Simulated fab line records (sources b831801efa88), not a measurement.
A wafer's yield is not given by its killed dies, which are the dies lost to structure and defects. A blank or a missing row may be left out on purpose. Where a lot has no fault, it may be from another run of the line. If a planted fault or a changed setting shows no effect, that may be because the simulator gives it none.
Which tool was responsible? / flow sky130 / 11 lots, 33 wafers sampled, at 5 steps of a route of 708

== WHAT THE GAUGES SHOWED, per wafer ==
SKY_CAP2M_THK_MEAS_04: measures by xrf.
lot=L276; measured=day 39 06:17; on=filmMetro-03; CAP2M_TIN_THK (nm)=205.9 199.8 206.2
lot=L279; measured=day 40 06:38; on=filmMetro-02; CAP2M_TIN_THK (nm)=199.6 200.9 200.7
lot=L289; measured=day 43 05:35; on=filmMetro-03; CAP2M_TIN_THK (nm)=200.5 203.2 200.9
lot=L292; measured=day 44 00:22; on=filmMetro-03; CAP2M_TIN_THK (nm)=200.8 202.0 201.8
lot=L294; measured=day 44 11:41; on=filmMetro-02; CAP2M_TIN_THK (nm)=203.5 203.5 201.7
lot=L295; measured=day 45 08:00; on=filmMetro-03; CAP2M_TIN_THK (nm)=200.8 203.0 200.1
lot=L296; measured=day 45 00:06; on=filmMetro-02; CAP2M_TIN_THK (nm)=198.2 199.9 203.6
lot=L298; measured=day 46 01:29; on=filmMetro-02; CAP2M_TIN_THK (nm)=203.0 203.9 203.7
lot=L299; measured=day 46 01:10; on=filmMetro-03; CAP2M_TIN_THK (nm)=202.0 204.5 203.1

SKY_METAL4_CD_MEAS_13 targets a cd of 300 nm.
lot=L276; measured=day 41 08:07; on=cdSem-02; cdNm (nm)=301.4 300.8 300.1
lot=L279; measured=day 42 06:52; on=cdSem-01; cdNm (nm)=299.2 299.0 299.8
lot=L289; measured=day 45 02:20; on=cdSem-02; cdNm (nm)=298.8 299.7 299.6
lot=L292; measured=day 45 18:59; on=cdSem-01; cdNm (nm)=297.4 297.6 298.7
lot=L294; measured=day 46 05:40; on=cdSem-02; cdNm (nm)=301.0 300.1 300.2
lot=L295; measured=day 47 00:19; on=cdSem-01; cdNm (nm)=300.2 299.1 299.7
lot=L296; measured=day 46 17:31; on=cdSem-01; cdNm (nm)=299.2 299.5 298.6
lot=L298; measured=day 47 18:31; on=cdSem-02; cdNm (nm)=299.7 298.1 299.0
lot=L299; measured=day 47 18:08; on=cdSem-02; cdNm (nm)=300.7 300.6 301.7

== WHICH TOOL RAN EACH LOT (tool, then ch and the chambers of the sampled wafers, then the start) ==
lot=L276; SKY_FIELD_ISO_ETCH_15=rieDiel-04 ch 1,2, day 2 06:32; SKY_FIELD_ISO_STRIP_16=plasmaAsher-02 ch 0,1, day 2 06:35; SKY_VIA3_STRIP_16=plasmaAsher-03 ch 0,1, day 39 04:33
lot=L279; SKY_FIELD_ISO_ETCH_15=rieDiel-02 ch 0,1,3, day 2 20:58; SKY_FIELD_ISO_STRIP_16=plasmaAsher-01 ch 0,1, day 2 21:01; SKY_VIA3_STRIP_16=plasmaAsher-03 ch 0,1, day 40 04:54
lot=L287; SKY_FIELD_ISO_ETCH_15=rieDiel-04 ch 1,2,3, day 4 14:50; SKY_FIELD_ISO_STRIP_16=plasmaAsher-01 ch 0,1, day 4 14:53; SKY_VIA3_STRIP_16=-
lot=L288; SKY_FIELD_ISO_ETCH_15=rieDiel-03 ch 1,2, day 4 20:41; SKY_FIELD_ISO_STRIP_16=plasmaAsher-02 ch 0,1, day 4 20:46; SKY_VIA3_STRIP_16=-
lot=L289; SKY_FIELD_ISO_ETCH_15=rieDiel-03 ch 1,3, day 4 23:36; SKY_FIELD_ISO_STRIP_16=plasmaAsher-02 ch 0,1, day 4 23:40; SKY_VIA3_STRIP_16=plasmaAsher-03 ch 0,1, day 43 03:52
lot=L292; SKY_FIELD_ISO_ETCH_15=rieDiel-03 ch 1,2,3, day 5 15:31; SKY_FIELD_ISO_STRIP_16=plasmaAsher-03 ch 0,1, day 5 15:34; SKY_VIA3_STRIP_16=plasmaAsher-04 ch 0,1, day 43 22:38
lot=L294; SKY_FIELD_ISO_ETCH_15=rieDiel-03 ch 0,3, day 6 03:41; SKY_FIELD_ISO_STRIP_16=plasmaAsher-02 ch 0,1, day 6 03:46; SKY_VIA3_STRIP_16=plasmaAsher-02 ch 0,1, day 44 09:58
lot=L295; SKY_FIELD_ISO_ETCH_15=rieDiel-03 ch 0,2,3, day 6 09:25; SKY_FIELD_ISO_STRIP_16=plasmaAsher-02 ch 0,1, day 6 09:28; SKY_VIA3_STRIP_16=plasmaAsher-03 ch 1, day 45 06:02
lot=L296; SKY_FIELD_ISO_ETCH_15=rieDiel-04 ch 0,2,3, day 6 13:18; SKY_FIELD_ISO_STRIP_16=plasmaAsher-01 ch 0,1, day 6 13:22; SKY_VIA3_STRIP_16=plasmaAsher-02 ch 0,1, day 44 22:23
lot=L298; SKY_FIELD_ISO_ETCH_15=rieDiel-04 ch 0,2,3, day 7 01:02; SKY_FIELD_ISO_STRIP_16=plasmaAsher-01 ch 0,1, day 7 01:05; SKY_VIA3_STRIP_16=plasmaAsher-02 ch 0,1, day 45 23:46
lot=L299; SKY_FIELD_ISO_ETCH_15=rieDiel-04 ch 0,2, day 7 04:54; SKY_FIELD_ISO_STRIP_16=plasmaAsher-02 ch 0,1, day 7 04:58; SKY_VIA3_STRIP_16=plasmaAsher-04 ch 0,1, day 45 23:24
- SKY_FIELD_ISO_ETCH_15: etches the open film in CHF3/O2, stops on Si, target depth 180 nm, time 72 s.
- SKY_FIELD_ISO_STRIP_16: strips in O2/N2.
- SKY_VIA3_STRIP_16: strips in O2/N2.

== AS READ BY THE TOOLS THEMSELVES (means over the sampled wafers that have a number; for cases with no such wafer, the mark the record gives instead) ==
SKY_FIELD_ISO_ETCH_15.
lot=L276; tool=rieDiel-04; O2_flow_sccm (sccm)=4.986; biasW (W)=200.3; drypumpMotorCurrentA (A)=5.7; oesProductAu (a.u.)=0.954; rfFwdPowerW (W)=597.8; throttleValvePct (%)=8.847
lot=L279; tool=rieDiel-02; O2_flow_sccm (sccm)=5.002; biasW (W)=200.1; drypumpMotorCurrentA (A)=5.6; oesProductAu (a.u.)=0.944; rfFwdPowerW (W)=595.4; throttleValvePct (%)=8.852
lot=L287; tool=rieDiel-04; O2_flow_sccm (sccm)=-; biasW (W)=-; drypumpMotorCurrentA (A)=-; oesProductAu (a.u.)=-; rfFwdPowerW (W)=-; throttleValvePct (%)=-
lot=L288; tool=rieDiel-03; O2_flow_sccm (sccm)=-; biasW (W)=-; drypumpMotorCurrentA (A)=-; oesProductAu (a.u.)=-; rfFwdPowerW (W)=-; throttleValvePct (%)=-
lot=L289; tool=rieDiel-03; O2_flow_sccm (sccm)=4.988; biasW (W)=199.6; drypumpMotorCurrentA (A)=5.6; oesProductAu (a.u.)=0.943; rfFwdPowerW (W)=594.3; throttleValvePct (%)=8.850
lot=L292; tool=rieDiel-03; O2_flow_sccm (sccm)=4.984; biasW (W)=200.1; drypumpMotorCurrentA (A)=5.7; oesProductAu (a.u.)=0.950; rfFwdPowerW (W)=597.1; throttleValvePct (%)=8.847
lot=L294; tool=rieDiel-03; O2_flow_sccm (sccm)=5.009; biasW (W)=199.7; drypumpMotorCurrentA (A)=5.8; oesProductAu (a.u.)=0.954; rfFwdPowerW (W)=596.1; throttleValvePct (%)=8.854
lot=L295; tool=rieDiel-03; O2_flow_sccm (sccm)=5.004; biasW (W)=200.2; drypumpMotorCurrentA (A)=5.8; oesProductAu (a.u.)=0.946; rfFwdPowerW (W)=594.0; throttleValvePct (%)=8.844
lot=L296; tool=rieDiel-04; O2_flow_sccm (sccm)=5.005; biasW (W)=200.1; drypumpMotorCurrentA (A)=6.1; oesProductAu (a.u.)=0.944; rfFwdPowerW (W)=595.0; throttleValvePct (%)=8.847
lot=L298; tool=rieDiel-04; O2_flow_sccm (sccm)=4.992; biasW (W)=199.9; drypumpMotorCurrentA (A)=6.1; oesProductAu (a.u.)=0.950; rfFwdPowerW (W)=596.0; throttleValvePct (%)=8.836
lot=L299; tool=rieDiel-04; O2_flow_sccm (sccm)=5.010; biasW (W)=198.7; drypumpMotorCurrentA (A)=6.3; oesProductAu (a.u.)=0.943; rfFwdPowerW (W)=592.3; throttleValvePct (%)=8.842

SKY_FIELD_ISO_STRIP_16.
lot=L276; tool=plasmaAsher-02; drypumpMotorCurrentA (A)=6.1; oesProductAu (a.u.)=0.381; stripTimeToEndpointS (s)=3.59
lot=L279; tool=plasmaAsher-01; drypumpMotorCurrentA (A)=5.2; oesProductAu (a.u.)=0.381; stripTimeToEndpointS (s)=3.59
lot=L287; tool=plasmaAsher-01; drypumpMotorCurrentA (A)=5.5; oesProductAu (a.u.)=0.448; stripTimeToEndpointS (s)=5.19
lot=L288; tool=plasmaAsher-02; drypumpMotorCurrentA (A)=6.3; oesProductAu (a.u.)=0.444; stripTimeToEndpointS (s)=5.20
lot=L289; tool=plasmaAsher-02; drypumpMotorCurrentA (A)=6.1; oesProductAu (a.u.)=0.373; stripTimeToEndpointS (s)=3.57
lot=L292; tool=plasmaAsher-03; drypumpMotorCurrentA (A)=5.4; oesProductAu (a.u.)=0.378; stripTimeToEndpointS (s)=3.55
lot=L294; tool=plasmaAsher-02; drypumpMotorCurrentA (A)=6.1; oesProductAu (a.u.)=0.380; stripTimeToEndpointS (s)=3.52
lot=L295; tool=plasmaAsher-02; drypumpMotorCurrentA (A)=6.1; oesProductAu (a.u.)=0.382; stripTimeToEndpointS (s)=3.52
lot=L296; tool=plasmaAsher-01; drypumpMotorCurrentA (A)=5.5; oesProductAu (a.u.)=0.377; stripTimeToEndpointS (s)=3.59
lot=L298; tool=plasmaAsher-01; drypumpMotorCurrentA (A)=5.2; oesProductAu (a.u.)=0.381; stripTimeToEndpointS (s)=3.59
lot=L299; tool=plasmaAsher-02; drypumpMotorCurrentA (A)=6.2; oesProductAu (a.u.)=0.379; stripTimeToEndpointS (s)=3.58

SKY_VIA3_STRIP_16.
lot=L276; tool=plasmaAsher-03; drypumpMotorCurrentA (A)=5.4; oesProductAu (a.u.)=0.401; stripTimeToEndpointS (s)=4.156
lot=L279; tool=plasmaAsher-03; drypumpMotorCurrentA (A)=5.3; oesProductAu (a.u.)=0.401; stripTimeToEndpointS (s)=4.155
lot=L289; tool=plasmaAsher-03; drypumpMotorCurrentA (A)=5.4; oesProductAu (a.u.)=0.399; stripTimeToEndpointS (s)=4.099
lot=L292; tool=plasmaAsher-04; drypumpMotorCurrentA (A)=5.4; oesProductAu (a.u.)=0.404; stripTimeToEndpointS (s)=4.150
lot=L294; tool=plasmaAsher-02; drypumpMotorCurrentA (A)=6.2; oesProductAu (a.u.)=0.404; stripTimeToEndpointS (s)=4.159
lot=L295; tool=plasmaAsher-03; drypumpMotorCurrentA (A)=5.3; oesProductAu (a.u.)=0.406; stripTimeToEndpointS (s)=4.171
lot=L296; tool=plasmaAsher-02; drypumpMotorCurrentA (A)=6.1; oesProductAu (a.u.)=0.402; stripTimeToEndpointS (s)=4.120
lot=L298; tool=plasmaAsher-02; drypumpMotorCurrentA (A)=6.1; oesProductAu (a.u.)=0.402; stripTimeToEndpointS (s)=4.162
lot=L299; tool=plasmaAsher-04; drypumpMotorCurrentA (A)=5.1; oesProductAu (a.u.)=0.406; stripTimeToEndpointS (s)=4.153

== THE ANSWER, worked out from the rows above alone ==
Rule: the lots themselves supply what counts as usual. The widest of any qualifying gaps counts: lots, ordered by their means at a reading, are off when they make up no more than a third of the lots, leave a main group of 4 or more, and stand apart from it by 3 or more times the standard deviation of that group's means. Not used: any main group whose means are identical at the precision the tables above print for the reading. A lot without any number at a reading at which 4 lots or more have one is off too. The other lots that the step has rows for count as sound. After the gauges, taken in route order, come the tools' own readings; for these a lot's mean is taken, as printed above. The first step at which some lot is off is used, and at that step the reading that is off furthest; a lot without a number counts as furthest.
Off: L287, L288, at SKY_FIELD_ISO_ETCH_15 (O2_flow_sccm). Without a number there: L287, L288. Main group: mean 4.998 sccm, sd 0.0097.
A tool fits if, at that step or a process step before it, it ran every lot that is off, and no sound lot after the first of them. Not one of the candidates tried fits.

== WHAT HAD BEEN PUT IN BY THE SIMULATOR ==
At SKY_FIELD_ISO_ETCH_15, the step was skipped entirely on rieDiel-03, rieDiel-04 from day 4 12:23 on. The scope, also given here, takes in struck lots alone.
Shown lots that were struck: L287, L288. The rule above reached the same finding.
